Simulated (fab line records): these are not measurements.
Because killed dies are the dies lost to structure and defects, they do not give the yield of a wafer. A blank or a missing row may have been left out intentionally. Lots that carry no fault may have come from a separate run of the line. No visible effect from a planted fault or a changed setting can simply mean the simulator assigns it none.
Which of the tools did it? | flow gf180mcu | 6 lots, 18 wafers sampled, at 2 steps of a route of 602

WHAT THE GAUGES SHOWED, per wafer
GF_MVPSD_OVL_MEAS_07.
lot  | measured     | on         | MVPSD_OVL (nm)
L470 | day 6 04:59  | overlay-02 | 1.0 -0.4 -0.1
L475 | day 7 15:39  | overlay-02 | 0.0 -2.1 0.2
L479 | day 8 11:29  | overlay-01 | - - -
L483 | day 9 10:20  | overlay-02 | 0.0 -2.1 0.2
L485 | day 10 02:26 | overlay-02 | -0.2 -0.9 -0.9
L487 | day 10 11:11 | overlay-01 | 0.8 0.6 0.7

WHICH TOOL RAN EACH LOT (tool, then ch and the chambers of the sampled wafers, then the start)
lot  | GF_MVPSD_EXPOSE_04
L470 | ilineStepper-01 ch 0, day 5 21:56
L475 | ilineStepper-01 ch 0, day 7 08:31
L479 | ilineStepper-02 ch 0, day 8 03:26
L483 | ilineStepper-01 ch 0, day 9 01:58
L485 | ilineStepper-01 ch 0, day 9 18:13
L487 | ilineStepper-02 ch 0, day 10 02:35
- GF_MVPSD_EXPOSE_04: exposes mask MVPSD, target cd 1000 nm.

THE ANSWER, worked out from the rows above alone
Rule: the lots themselves supply what counts as usual. The widest of any qualifying gaps counts: lots, ordered by their means at a reading, are off when they make up no more than a third of the lots, leave a main group of 4 or more, and stand apart from it by 3 or more times the standard deviation of that group's means. A main group whose means are all the same, to the digits that the tables above print for the reading, isn't used. Also off: a lot with no number at a reading for which 4 or more lots have one. Any other lot the step has rows for is counted as sound.
Off: at GF_MVPSD_OVL_MEAS_07 (MVPSD_OVL), L479. Without a number there: L479. Main group: mean -0.2 nm, sd 0.55.
If a tool, at a process step before that reading, ran all the lots that are off and no sound lot after the first of them, it fits. The gauges at GF_MVPSD_OVL_MEAS_07 are tried like those tools. Not one of the candidates tried fits.

WHAT WAS PUT IN BY THE SIMULATOR
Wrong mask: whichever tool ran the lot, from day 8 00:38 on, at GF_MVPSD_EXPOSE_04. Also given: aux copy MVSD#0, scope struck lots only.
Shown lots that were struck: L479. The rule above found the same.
